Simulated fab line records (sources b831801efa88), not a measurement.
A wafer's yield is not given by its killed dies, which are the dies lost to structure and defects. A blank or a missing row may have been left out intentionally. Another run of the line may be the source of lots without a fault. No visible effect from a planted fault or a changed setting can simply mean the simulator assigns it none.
Problem report, 8D (eight disciplines) form, completed by code	flow sky130	the parts of the form that need people (team, actions taken, sign-off) are left out

== 1. WHAT WENT WRONG ==
Mean of spin_speed_rpm at SKY_POLY_GATE_COAT_07: 3287.3 rpm across 6 wafers in 2 lots; on wafers with no fault it is 3000.1 rpm (standard deviation 1.9). So: +99 or more standard deviations from the usual mean.
The step: resist thk 110 nm.
Earliest sighting: wafer L869.3 on litho_track-01 at day 20 01:12. Wafers with a number at this step in the record: 39, from 13 lots. The rule behind "out" and "out of limits": a value lying over 4 standard deviations away from the usual mean. The other wafers with a number count as sound.

== 2. WHAT IT IS; WHAT IT IS NOT ==
question	is	is not
which readings at this step	spin_speed_rpm	-
which lots	L869, L870	L859, L860, L861, L863, L865, L866, L873, L877, L878, L879, L880
which wafers of those lots	all that have a number	-
read on which tools	litho_track-01	litho_track-02, litho_track-03
when	from day 20 01:12	up to then (18 sound wafers); but 15 sound wafers of L873, L877, L878, L879, L880 came after

== 3. WHAT RULES OUT EACH SUSPECT ==
Counting: a tool at any process step up to the reading remains a suspect when it ran all the lots that are out and ran no sound lot after the first of those.
- litho_track-01 at SKY_POLY_GATE_COAT_07 (resist thk 110 nm): ruled out as a lasting fault. After its first lot that is out, L869 (day 20 01:12), sound lots L877, L878, L880 ran on it.
Left after counting: nothing in the record.

== 4. THE CAUSE (what the simulator had put in) ==
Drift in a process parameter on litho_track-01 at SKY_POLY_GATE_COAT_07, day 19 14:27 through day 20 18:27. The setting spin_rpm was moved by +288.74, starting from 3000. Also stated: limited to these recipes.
Counting ruled it out, wrongly.

== 5. THE EFFECT CHAIN, in route order ==
One row per reading whose mean, taken over the struck wafers that have a number, lies over 3 standard deviations from the usual. Only readings for which the record gives a usual standard deviation are gone through. hours: the time from each lot's start at the first step in this table that gives one to its start at this step, as a median over the lots. sigmas: the change in usual standard deviations.
hours	step	reading	usual	on struck wafers	change	sigmas
0	SKY_POLY_GATE_COAT_07	spin_speed_rpm	3000.1 rpm	3287.3	+287.2	+99 or more
The process steps in it:
- SKY_POLY_GATE_COAT_07: resist thk 110 nm.
Later measuring or inspecting steps at which every struck wafer that the step has a row for has a number for every such reading, and none has moved that far: SKY_VIA1_BOW_MEAS_03, SKY_VIA1_OVL_MEAS_13.

== 6. HOW IT WOULD HAVE BEEN CAUGHT EARLIER ==
11 hours passed between the start of the fault at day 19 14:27 and the first reading out of limits in this record, taken at day 20 01:12.
